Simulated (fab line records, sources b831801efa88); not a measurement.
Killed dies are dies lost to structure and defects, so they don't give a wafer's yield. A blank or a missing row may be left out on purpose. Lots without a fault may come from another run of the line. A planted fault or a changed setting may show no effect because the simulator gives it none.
Which tool did it? | flow sky130 | 12 lots, 36 wafers sampled, at 1 step of a route of 708

WHAT THE GAUGES READ, wafer by wafer
SKY_VT_ADJUST_NCORE_OVL_MEAS_08.
lot  | measured     | on         | VT_ADJUST_NCORE_OVL (nm)
L075 | day 8 23:12  | overlay-01 | -0.3 -1.2 -0.7
L077 | day 9 14:40  | overlay-02 | 0.2 0.5 -0.1
L079 | day 10 08:32 | overlay-02 | -0.1 -0.8 -0.5
L081 | day 10 20:20 | overlay-02 | -0.5 -0.6 0.6
L083 | day 11 03:44 | overlay-01 | -1.1 -0.7 -0.7
L085 | day 11 22:41 | overlay-01 | 1.3 0.2 0.5
L087 | day 12 11:14 | overlay-02 | -0.4 -2.1 -0.9
L089 | day 12 23:56 | overlay-02 | 1.8 1.0 1.8
L091 | day 13 17:38 | overlay-02 | -1.8 -1.8 -0.9
L093 | day 14 03:47 | overlay-01 | 1.4 0.9 0.0
L095 | day 14 19:01 | overlay-01 | 0.9 0.6 -0.2
L097 | day 15 11:12 | overlay-01 | 0.0 0.9 0.7

WHICH TOOL RAN EACH LOT (tool, then ch and the chambers of the sampled wafers, then the start)
The record holds no process step before these readings.

THE ANSWER, worked out from the rows above alone
Rule: what is usual is taken from the lots themselves. Put in order of their means at a reading, lots are off if they are a third of the lots or fewer, leave a main group of 4 or more, and stand apart from it by a gap of 3 or more times the standard deviation of the main group's means; of several such gaps the widest counts. A main group whose means are all the same, to the digits that the tables above print for the reading, isn't used. A lot without any number at a reading at which 4 lots or more have one is off too. The other lots that the step has rows for count as sound.
No lot is off at any reading shown: from this, nothing can be told.

WHAT THE SIMULATOR HAD PUT IN
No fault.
